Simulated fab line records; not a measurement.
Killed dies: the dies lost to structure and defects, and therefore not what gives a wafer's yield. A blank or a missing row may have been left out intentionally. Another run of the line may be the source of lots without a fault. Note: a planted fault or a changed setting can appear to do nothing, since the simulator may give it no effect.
What tool caused it? / flow sky130 / 36 wafers from 12 lots sampled at 2 of the route's 708 steps

## WHAT THE GAUGES SHOWED, per wafer
SKY_VT_ADJUST_HVTP_OVL_MEAS_08.
lot=L420; measured=day 6 04:32; on=overlay-01; VT_ADJUST_HVTP_OVL (nm)=1.1 0.4 0.2
lot=L422; measured=day 6 15:46; on=overlay-01; VT_ADJUST_HVTP_OVL (nm)=1.3 2.1 2.0
lot=L424; measured=day 7 05:29; on=overlay-02; VT_ADJUST_HVTP_OVL (nm)=0.0 -0.5 0.1
lot=L426; measured=day 7 18:51; on=overlay-01; VT_ADJUST_HVTP_OVL (nm)=1.3 0.9 0.4
lot=L427; measured=day 7 21:16; on=overlay-01; VT_ADJUST_HVTP_OVL (nm)=-1.3 -2.1 -1.5
lot=L428; measured=day 8 05:28; on=overlay-01; VT_ADJUST_HVTP_OVL (nm)=1.0 1.2 0.2
lot=L429; measured=day 8 10:46; on=overlay-02; VT_ADJUST_HVTP_OVL (nm)=0.4 -1.7 0.8
lot=L431; measured=day 8 22:05; on=overlay-02; VT_ADJUST_HVTP_OVL (nm)=-115.0 -117.2 -114.7
lot=L432; measured=day 9 04:34; on=overlay-02; VT_ADJUST_HVTP_OVL (nm)=-113.0 -113.5 -115.0
lot=L433; measured=day 9 12:13; on=overlay-01; VT_ADJUST_HVTP_OVL (nm)=-1.1 -1.8 0.1
lot=L438; measured=day 11 16:10; on=overlay-02; VT_ADJUST_HVTP_OVL (nm)=-113.3 -114.5 -115.9
lot=L440; measured=day 11 20:58; on=overlay-01; VT_ADJUST_HVTP_OVL (nm)=0.6 1.5 0.0

## WHAT TOOL EACH LOT RAN ON (gives the tool, then ch and the chambers of the sampled wafers, and finally the start)
lot=L420; SKY_VT_ADJUST_HVTP_EXPOSE_04=iline-stepper-01 ch 0, day 5 19:40
lot=L422; SKY_VT_ADJUST_HVTP_EXPOSE_04=iline-stepper-02 ch 0, day 6 06:47
lot=L424; SKY_VT_ADJUST_HVTP_EXPOSE_04=iline-stepper-02 ch 0, day 6 20:28
lot=L426; SKY_VT_ADJUST_HVTP_EXPOSE_04=iline-stepper-01 ch 0, day 7 08:54
lot=L427; SKY_VT_ADJUST_HVTP_EXPOSE_04=iline-stepper-02 ch 0, day 7 12:04
lot=L428; SKY_VT_ADJUST_HVTP_EXPOSE_04=iline-stepper-01 ch 0, day 7 19:12
lot=L429; SKY_VT_ADJUST_HVTP_EXPOSE_04=iline-stepper-01 ch 0, day 8 00:47
lot=L431; SKY_VT_ADJUST_HVTP_EXPOSE_04=iline-stepper-02 ch 0, day 8 11:30
lot=L432; SKY_VT_ADJUST_HVTP_EXPOSE_04=iline-stepper-02 ch 0, day 8 18:02
lot=L433; SKY_VT_ADJUST_HVTP_EXPOSE_04=iline-stepper-01 ch 0, day 9 01:26
lot=L438; SKY_VT_ADJUST_HVTP_EXPOSE_04=iline-stepper-02 ch 0, day 11 05:10
lot=L440; SKY_VT_ADJUST_HVTP_EXPOSE_04=iline-stepper-01 ch 0, day 11 09:50
- SKY_VT_ADJUST_HVTP_EXPOSE_04: exposes mask HVTPM, target cd 380 nm.

## AS READ BY THE TOOLS THEMSELVES (means over the sampled wafers that have a number; for cases with no such wafer, the mark the record gives instead)
The record holds no such reading with a usual standard deviation.

## THE ANSWER, worked out from the rows above alone
Rule: usual is defined by the lots themselves. The widest of any qualifying gaps counts: lots, ordered by their means at a reading, are off when they make up no more than a third of the lots, leave a main group of 4 or more, and stand apart from it by 3 or more times the standard deviation of that group's means. A main group is skipped when, at the precision printed for the reading in the tables above, its means are all equal. A lot without any number at a reading at which 4 lots or more have one is off too. Where the step has rows for the other lots, those lots are counted as sound. The gauges are gone through in route order, then the tools' own readings, and for those a lot's mean is taken as printed above. At the first step where some lot is off, the reading lying furthest off is the one used; lots without a number count as furthest.
Off: L431, L432, L438, at SKY_VT_ADJUST_HVTP_OVL_MEAS_08 (VT_ADJUST_HVTP_OVL). Mean 0.2 nm and standard deviation 0.98 in the main group.
A tool fits if, at a process step before that reading, it ran every lot that is off, and no sound lot after the first of them. Those tools and the gauges at SKY_VT_ADJUST_HVTP_OVL_MEAS_08 are tried in the same way. This does not decide it: 2 tools fit, namely iline-stepper-02 at SKY_VT_ADJUST_HVTP_EXPOSE_04 and overlay-02 at SKY_VT_ADJUST_HVTP_OVL_MEAS_08.

## WHAT HAD BEEN PUT IN BY THE SIMULATOR
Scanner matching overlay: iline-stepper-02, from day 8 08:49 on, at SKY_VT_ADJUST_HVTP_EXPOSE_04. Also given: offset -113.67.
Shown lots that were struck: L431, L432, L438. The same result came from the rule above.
